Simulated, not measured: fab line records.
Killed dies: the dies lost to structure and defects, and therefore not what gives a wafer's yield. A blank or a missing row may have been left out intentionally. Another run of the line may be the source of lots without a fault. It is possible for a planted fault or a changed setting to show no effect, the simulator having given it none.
Check for tools in common	flow sky130	Lots sampled 11, wafers sampled 39

## WHY IT WAS OPENED
2 of 11 lots carry a flag on the reading LDD_HVN_TW at SKY_LDD_HVN_TW_MEAS_10. Wafers without a fault read 1456, standard deviation 7.9.
Rule: a lot is flagged when every wafer of it that has a number lies more than 4 standard deviations from that mean, or none has a number. The rest of the lots are taken to be sound.

lot	measured	on	LDD_HVN_TW, wafer by wafer	flag
L606	day 20 22:13	film metro-01	1465 1459 1455	
L607	day 21 02:03	film metro-01	1453 1459 1459	
L609	day 21 10:36	film metro-01	1460 1450 1454	
L611	day 22 18:09	film metro-01	1453 1449 1463	
L620	day 25 14:03	film metro-04	30 30 30 30 30 30	FLAGGED
L621	day 25 19:55	film metro-03	30 30 31 30 30 30	FLAGGED
L623	day 26 10:14	film metro-01	1466 1464 1462	
L625	day 27 08:08	film metro-01	1450 1445 1447	
L626	day 27 12:31	film metro-03	1450 1455 1451	
L628	day 27 23:24	film metro-01	1455 1452 1449	
L629	day 28 14:21	film metro-01	1456 1459 1451	
Averaged over the flagged lots the numbers come to 30, -1426 from the usual (-99 or more standard deviations).

## WHICH TOOL RAN EACH LOT
Before the reading, the record contains 2 process steps out of a 708-step route. Cell contents, in order: the tool; ch with the chambers the sampled wafers went through; the start.
lot	flag	SKY_LDD_P_STRIP_10	SKY_LDD_HVN_STRIP_09
L606		plasma asher-04 ch 1, day 19 14:49	plasma asher-03 ch 0, day 20 22:06
L607		plasma asher-04 ch 0,1, day 19 18:31	plasma asher-03 ch 0,1, day 21 01:57
L609		plasma asher-04 ch 1, day 20 03:55	plasma asher-02 ch 0,1, day 21 10:30
L611		plasma asher-04 ch 0,1, day 21 10:53	plasma asher-01 ch 0,1, day 22 18:03
L620	FLAGGED	plasma asher-03 ch 0,1, day 24 08:19	plasma asher-03 ch 0,1, day 25 13:57
L621	FLAGGED	plasma asher-04 ch 0,1, day 24 14:10	plasma asher-03 ch 0,1, day 25 19:49
L623		plasma asher-04 ch 0,1, day 25 05:37	plasma asher-03 ch 0,1, day 26 10:06
L625		plasma asher-03 ch 0,1, day 26 03:15	plasma asher-02 ch 0,1, day 27 08:02
L626		plasma asher-01 ch 0,1, day 26 07:22	plasma asher-01 ch 0,1, day 27 12:25
L628		plasma asher-03 ch 1, day 26 18:49	plasma asher-02 ch 0,1, day 27 23:18
L629		plasma asher-03 ch 0,1, day 27 08:56	plasma asher-01 ch 0,1, day 28 14:15
What is done by these steps:
- SKY_LDD_P_STRIP_10: strips in O2/N2.
- SKY_LDD_HVN_STRIP_09: strips in O2/N2.
- SKY_LDD_HVN_TW_MEAS_10

## FLAGGED OVER TOTAL, TOOL BY TOOL (the gauges that took the reading come last)
step	tool	lots run	flagged	share of the flagged lots	sound lots run after its first flagged lot
SKY_LDD_P_STRIP_10	plasma asher-01	1	0	none	-
SKY_LDD_P_STRIP_10	plasma asher-03	4	1	some	3 (L625,L628,L629)
SKY_LDD_P_STRIP_10	plasma asher-04	6	1	some	1 (L623)
SKY_LDD_HVN_STRIP_09	plasma asher-01	3	0	none	-
SKY_LDD_HVN_STRIP_09	plasma asher-02	3	0	none	-
SKY_LDD_HVN_STRIP_09	plasma asher-03	5	2	all	1 (L623)
SKY_LDD_HVN_TW_MEAS_10	film metro-01	8	0	none	-
SKY_LDD_HVN_TW_MEAS_10	film metro-03	2	1	some	1 (L626)
SKY_LDD_HVN_TW_MEAS_10	film metro-04	1	1	some	0

## WHAT THE TABLE ALLOWS
Rows of the table that ran each flagged lot: 1, that is plasma asher-03 at SKY_LDD_HVN_STRIP_09.
- plasma asher-03 at SKY_LDD_HVN_STRIP_09 ran 5 lots, 2 of them flagged. Lots that were sound ran on it after the first flagged one (L623); a persistent fault on the entire tool would not allow that. Its own readings lie more than 4 standard deviations out on every wafer of the flagged lots: oes product au, strip time to endpoint s.
Not one row of the table ran every flagged lot while running no sound lot after the first.

## WHAT THE SIMULATOR HAD INSERTED
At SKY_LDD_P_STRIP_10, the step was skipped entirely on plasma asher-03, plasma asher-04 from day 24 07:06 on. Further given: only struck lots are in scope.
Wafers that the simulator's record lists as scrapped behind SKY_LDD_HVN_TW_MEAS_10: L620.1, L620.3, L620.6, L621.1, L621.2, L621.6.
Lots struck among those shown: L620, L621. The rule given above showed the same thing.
